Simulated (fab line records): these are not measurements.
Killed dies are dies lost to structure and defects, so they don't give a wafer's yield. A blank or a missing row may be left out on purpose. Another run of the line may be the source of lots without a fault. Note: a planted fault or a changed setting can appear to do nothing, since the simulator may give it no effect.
Which tool did it? | flow gf180mcu | 11 lots, 33 wafers sampled, at 1 step of a route of 602

WHAT THE GAUGES READ, wafer by wafer
GF_CONTACT_THK_MEAS_03.
lot  | measured     | on            | CONTACT_CVD_02_THK (nm)
L933 | day 15 20:07 | film metro-02 | 854 854 842
L934 | day 16 02:59 | film metro-02 | 842 849 866
L939 | day 18 00:43 | film metro-01 | 861 857 870
L941 | day 18 16:40 | film metro-01 | 854 853 863
L948 | day 21 03:44 | film metro-04 | 852 863 860
L949 | day 21 10:40 | film metro-01 | 852 852 854
L950 | day 21 20:11 | film metro-02 | 859 858 877
L951 | day 22 04:08 | film metro-02 | 840 838 863
L953 | day 23 02:04 | film metro-04 | 869 880 879
L954 | day 23 04:54 | film metro-02 | 863 877 874
L956 | day 23 17:31 | film metro-01 | 853 853 862

TOOL THAT RAN EACH LOT (tool first, then ch and the chambers of the sampled wafers, then the start)
The record shows no process step preceding these readings.

THE ANSWER, worked out from the rows above alone
Rule: what is usual is taken from the lots themselves. Put in order of their means at a reading, lots are off if they are a third of the lots or fewer, leave a main group of 4 or more, and stand apart from it by a gap of 3 or more times the standard deviation of the main group's means; of several such gaps the widest counts. A main group whose means are all the same, to the digits that the tables above print for the reading, isn't used. Also off: a lot with no number at a reading for which 4 or more lots have one. Where the step has rows for the other lots, those lots are counted as sound.
Across all readings shown, no lot is off: no conclusion can be drawn from this.

WHAT THE SIMULATOR HAD INSERTED
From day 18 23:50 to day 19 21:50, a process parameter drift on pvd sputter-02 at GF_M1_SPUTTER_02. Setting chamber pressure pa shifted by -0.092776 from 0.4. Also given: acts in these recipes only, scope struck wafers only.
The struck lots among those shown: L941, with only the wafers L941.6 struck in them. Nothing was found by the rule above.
